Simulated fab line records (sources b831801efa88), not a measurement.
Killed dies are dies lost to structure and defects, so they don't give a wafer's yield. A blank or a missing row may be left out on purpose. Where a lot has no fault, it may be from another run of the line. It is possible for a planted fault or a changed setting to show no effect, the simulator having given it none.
A sampling plan put to the test | flow sky130 | each of the 16 faults these records tell of, on one fab line, judged from the records of the lots it struck
Plan = the line's own looks (route steps where a gauge or an inspection reads the wafer without altering it). A look is open to judgement when struck wafers have a number at it and the file gives its usual mean and standard deviation on fault-free wafers. Caught: the struck wafers' mean, at a look after the fault's first step, is 4 or more of those standard deviations (sigma) away from the usual mean. On the tool: the test repeated on the tool's own readings taken at the fault's steps. Caught also covers a different recipe on the struck wafers, or a record left blank for those wafers only.

THE FAULTS, as the simulator had put them in
1. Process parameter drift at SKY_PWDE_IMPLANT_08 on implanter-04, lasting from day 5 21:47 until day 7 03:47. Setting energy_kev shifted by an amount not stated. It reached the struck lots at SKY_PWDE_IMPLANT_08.
2. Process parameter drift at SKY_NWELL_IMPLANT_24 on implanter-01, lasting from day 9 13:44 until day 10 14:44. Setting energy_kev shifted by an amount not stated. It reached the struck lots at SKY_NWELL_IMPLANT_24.
3. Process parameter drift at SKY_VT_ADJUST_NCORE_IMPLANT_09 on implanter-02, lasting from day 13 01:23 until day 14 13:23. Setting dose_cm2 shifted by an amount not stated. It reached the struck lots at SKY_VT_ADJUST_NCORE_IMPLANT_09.
4. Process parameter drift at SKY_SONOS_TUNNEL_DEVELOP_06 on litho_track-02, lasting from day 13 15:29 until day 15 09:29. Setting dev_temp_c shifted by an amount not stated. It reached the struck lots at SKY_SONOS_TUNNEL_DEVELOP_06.
5. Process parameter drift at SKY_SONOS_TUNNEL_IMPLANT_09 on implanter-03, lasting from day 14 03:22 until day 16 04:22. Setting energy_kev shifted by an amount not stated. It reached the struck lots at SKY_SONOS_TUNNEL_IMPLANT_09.
6. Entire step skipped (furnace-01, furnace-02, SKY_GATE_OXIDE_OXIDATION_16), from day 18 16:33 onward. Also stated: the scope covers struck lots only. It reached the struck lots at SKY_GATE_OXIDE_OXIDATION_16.
7. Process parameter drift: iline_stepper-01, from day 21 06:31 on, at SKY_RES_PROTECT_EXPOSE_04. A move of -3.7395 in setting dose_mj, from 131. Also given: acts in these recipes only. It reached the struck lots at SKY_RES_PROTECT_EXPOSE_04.
8. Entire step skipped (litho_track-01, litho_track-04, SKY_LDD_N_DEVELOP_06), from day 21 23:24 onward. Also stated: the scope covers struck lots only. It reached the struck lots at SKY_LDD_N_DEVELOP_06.
9. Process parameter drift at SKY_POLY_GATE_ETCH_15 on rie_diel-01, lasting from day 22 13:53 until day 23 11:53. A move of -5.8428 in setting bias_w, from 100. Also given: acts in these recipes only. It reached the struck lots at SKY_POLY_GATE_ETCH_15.
10. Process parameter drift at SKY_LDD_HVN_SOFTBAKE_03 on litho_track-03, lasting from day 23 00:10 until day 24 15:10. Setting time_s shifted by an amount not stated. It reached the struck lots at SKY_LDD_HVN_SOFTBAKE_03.
11. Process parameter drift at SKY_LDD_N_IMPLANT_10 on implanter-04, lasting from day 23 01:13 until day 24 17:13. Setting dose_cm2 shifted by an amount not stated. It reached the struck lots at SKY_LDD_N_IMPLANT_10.
12. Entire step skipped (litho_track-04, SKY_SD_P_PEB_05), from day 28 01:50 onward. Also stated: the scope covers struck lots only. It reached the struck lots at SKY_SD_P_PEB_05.
13. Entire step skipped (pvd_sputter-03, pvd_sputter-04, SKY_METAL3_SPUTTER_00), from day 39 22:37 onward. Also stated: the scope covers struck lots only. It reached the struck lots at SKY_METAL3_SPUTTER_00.
14. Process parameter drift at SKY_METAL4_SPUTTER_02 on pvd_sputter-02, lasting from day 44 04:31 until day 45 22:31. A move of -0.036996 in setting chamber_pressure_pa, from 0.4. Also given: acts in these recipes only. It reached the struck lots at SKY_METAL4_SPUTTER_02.
15. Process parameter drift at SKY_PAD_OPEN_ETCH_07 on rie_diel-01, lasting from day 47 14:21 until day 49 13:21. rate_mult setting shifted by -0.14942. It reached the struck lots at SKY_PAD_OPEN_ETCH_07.
16. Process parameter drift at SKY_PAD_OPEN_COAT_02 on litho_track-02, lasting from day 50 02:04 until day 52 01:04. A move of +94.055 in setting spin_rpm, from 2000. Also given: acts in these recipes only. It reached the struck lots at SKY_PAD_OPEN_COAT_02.

WHAT THE PLAN SAW
fault | on the tool itself                               | first look that catches it                      | reading, sigma | median hours from its first step to that look | hours from the fault's start to the first struck lot there | judged looks passed uncaught
1     | beam_energy_keV -99 or beyond sigma              | no look after it can be judged                  | -              | -                                             | -                                                          | 0
2     | beam_energy_keV -99 or beyond sigma              | none of the 2 looks that can be judged after it | -              | -                                             | -                                                          | 2
3     | dose_ions_cm2 -45 sigma                          | no look after it can be judged                  | -              | -                                             | -                                                          | 0
4     | developer_temp_C -9.0 sigma                      | not the one look that can be judged after it    | -              | -                                             | -                                                          | 1
5     | beam_energy_keV -99 or beyond sigma              | none of the 2 looks that can be judged after it | -              | -                                             | -                                                          | 2
6     | the tool's record is blank for the struck wafers | no look after it can be judged                  | -              | -                                             | -                                                          | 0
7     | exposure_dose_mJ_cm2 -29 sigma                   | no look after it can be judged                  | -              | -                                             | -                                                          | 0
8     | the tool's record is blank for the struck wafers | no look after it can be judged                  | -              | -                                             | -                                                          | 0
9     | bias_w -19 sigma                                 | not the one look that can be judged after it    | -              | -                                             | -                                                          | 1
10    | heater_power_total_W +75 sigma                   | not the one look that can be judged after it    | -              | -                                             | -                                                          | 1
11    | dose_ions_cm2 +33 sigma                          | none of the 2 looks that can be judged after it | -              | -                                             | -                                                          | 2
12    | no reading that can be judged                    | no look after it can be judged                  | -              | -                                             | -                                                          | 0
13    | the tool's record is blank for the struck wafers | no look after it can be judged                  | -              | -                                             | -                                                          | 0
14    | chamber_pressure_pa -48 sigma                    | no look after it can be judged                  | -              | -                                             | -                                                          | 0
15    | oes_product_au -10 sigma                         | no look after it can be judged                  | -              | -                                             | -                                                          | 0
16    | spin_speed_rpm +78 sigma                         | no look after it can be judged                  | -              | -                                             | -                                                          | 0
A dash: this means the fault isn't caught or the number doesn't appear in these records.

Caught at a look: 0 of 16. Caught on the tool: 15 of 16. By one or the other: 15 of 16.
Faults caught by the tool alone: 1, 2, 3, 4, 5, 6, 7, 8, 9, 10, 11, 13, 14, 15, 16.
Caught by neither: fault 12.
